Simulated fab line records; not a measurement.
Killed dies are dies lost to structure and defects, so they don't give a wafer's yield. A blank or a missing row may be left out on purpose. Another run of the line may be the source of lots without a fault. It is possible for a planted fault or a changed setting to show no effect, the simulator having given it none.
A struck lot beside a sound one ; flow sky130 ; 25 steps out of a route of 708
Sound: wafers L279.3, L279.5, L279.6. Struck: wafers L285.1, L285.4, L285.5. The cause is named last.
Per side, at each step with rows, come the tool, then ch with its chambers, and then its first start. Under that, the readings that differ: sound wafers ; struck wafers ; difference of the means ; sigmas: that difference in standard deviations of wafers without a fault.
alike: a reading whose means differ by less than 2 such deviations, as well as words and numbers matching on both sides. not compared: withheld readings; readings where some wafer has no value; bounds like >300 that might hide an equal value; numbers whose values overlap and for which the record gives no deviation.
Wherever a step has rows on one side only, a row that says differs or no value, or a row with sigmas, the two part there. Non-overlapping numbers with no deviation appear without sigmas and do not part them. A reading missing from all wafers of one side parts the sides only when that side holds two or more wafers.

first, 8 steps without rows for these wafers: SKY_POLY_CUT_DEHYDRATE_00 (time 60 s); SKY_POLY_CUT_HMDS_01 (prime time 60 s); SKY_POLY_CUT_COAT_02 (resist thk 60 nm); SKY_POLY_CUT_COAT_03 (resist thk 450 nm); SKY_POLY_CUT_SOFTBAKE_04 (time 90 s); SKY_POLY_CUT_EXPOSE_05 (exposes mask NPCM, target cd 270 nm); SKY_POLY_CUT_PEB_06; SKY_POLY_CUT_DEVELOP_07 (develop time 60 s).
SKY_POLY_CUT_CD_MEAS_08 targets a cd of 270 nm.
  sound on cdSem-02, day 27 22:07; struck on cdSem-01, day 29 12:20
  alike: cdNm
SKY_POLY_CUT_OVL_MEAS_09:
  sound on overlay-01, day 27 22:12; struck on overlay-02, day 29 12:28
  alike: POLY_CUT_OVL
SKY_POLY_CUT_ETCH_10: etches BARC in N2/H2, stops on SiO2, time 45.9 s, target depth 60 nm.
  sound on rieDiel-04 ch 1,2,3, day 27 22:13; struck on rieDiel-03 ch 1,2,3, day 29 12:30
  alike: biasW, drypumpMotorCurrentA, oesProductAu, rfFwdPowerW, throttleValvePct
  not compared: rfHoursCounterH
SKY_POLY_CUT_ETCH_11: etches Si3N4 in CF4/CH2F2/Ar, stops on poly-Si, time 42.5 s, target depth 60 nm.
  sound on rieDiel-04 ch 1,2,3, day 27 22:16; struck on rieDiel-03 ch 1,2,3, day 29 12:32
  alike: biasW, cf4FlowSccm, drypumpMotorCurrentA, mfcArSccm, oesProductAu, rfFwdPowerW, throttleValvePct
  not compared: rfHoursCounterH
SKY_POLY_CUT_STRIP_12: strips in O2/N2.
  sound on plasmaAsher-04 ch 0,1, day 27 22:20; struck on plasmaAsher-03 ch 0,1, day 29 12:35
  no value came back on the struck wafers for chamberPressureMTorr (mTorr), drypumpMotorCurrentA (A), oesProductAu (a.u.), stripTimeToEndpointS (s); on the sound wafers chamberPressureMTorr (mTorr) reads 1498.2 1499.5 1500.7
reading;sound;struck;difference;sigmas
model.KrF-thick_of_POLY_CUT_COAT_03.thkNm (nm);0 0 0;404.6 405.5 405.2;+405.1;
  not compared: rfHoursCounterH
then, 7 steps without rows for these wafers: SKY_SD_P_DEHYDRATE_00 (time 60 s); SKY_SD_P_HMDS_01 (prime time 60 s); SKY_SD_P_COAT_02 (resist thk 1140 nm); SKY_SD_P_SOFTBAKE_03 (time 60 s); SKY_SD_P_EXPOSE_04 (exposes mask PSDM, target cd 380 nm); SKY_SD_P_PEB_05; SKY_SD_P_DEVELOP_06 (develop time 60 s).
SKY_SD_P_CD_MEAS_07 targets a cd of 380 nm.
  sound on cdSem-02, day 29 03:19; struck on cdSem-02, day 30 16:49
  alike: cdNm
SKY_SD_P_OVL_MEAS_08:
  sound on overlay-01, day 29 03:25; struck on overlay-02, day 30 16:56
  alike: SD_P_OVL
then, 1 step without rows for these wafers: SKY_SD_P_IMPLANT_09.
SKY_SD_P_STRIP_10: strips in O2/N2.
  sound on plasmaAsher-01 ch 0,1, day 29 03:37; struck on plasmaAsher-01 ch 1, day 30 17:07
reading;sound;struck;difference;sigmas
oesProductAu (a.u.);0.613 0.618 0.614;0.572 0.576 0.577;-0.040;-9
stripTimeToEndpointS (s);17.58 17.63 17.55;22.92 22.98 22.91;+5.35;+99 or more
  alike: chamberPressureMTorr, drypumpMotorCurrentA
  not compared: rfHoursCounterH
SKY_SD_P_TW_MEAS_11:
  sound on filmMetro-03, day 29 03:42; struck on filmMetro-03, day 30 17:27
reading;sound;struck;difference;sigmas
SD_P_TW;2791 2767 2763;29 29 29;-2745;-67
  not compared: hold

WHERE THEY PART
First at SKY_POLY_CUT_STRIP_12; last, within this record, at SKY_SD_P_TW_MEAS_11.

WHY: what had been put in by the simulator
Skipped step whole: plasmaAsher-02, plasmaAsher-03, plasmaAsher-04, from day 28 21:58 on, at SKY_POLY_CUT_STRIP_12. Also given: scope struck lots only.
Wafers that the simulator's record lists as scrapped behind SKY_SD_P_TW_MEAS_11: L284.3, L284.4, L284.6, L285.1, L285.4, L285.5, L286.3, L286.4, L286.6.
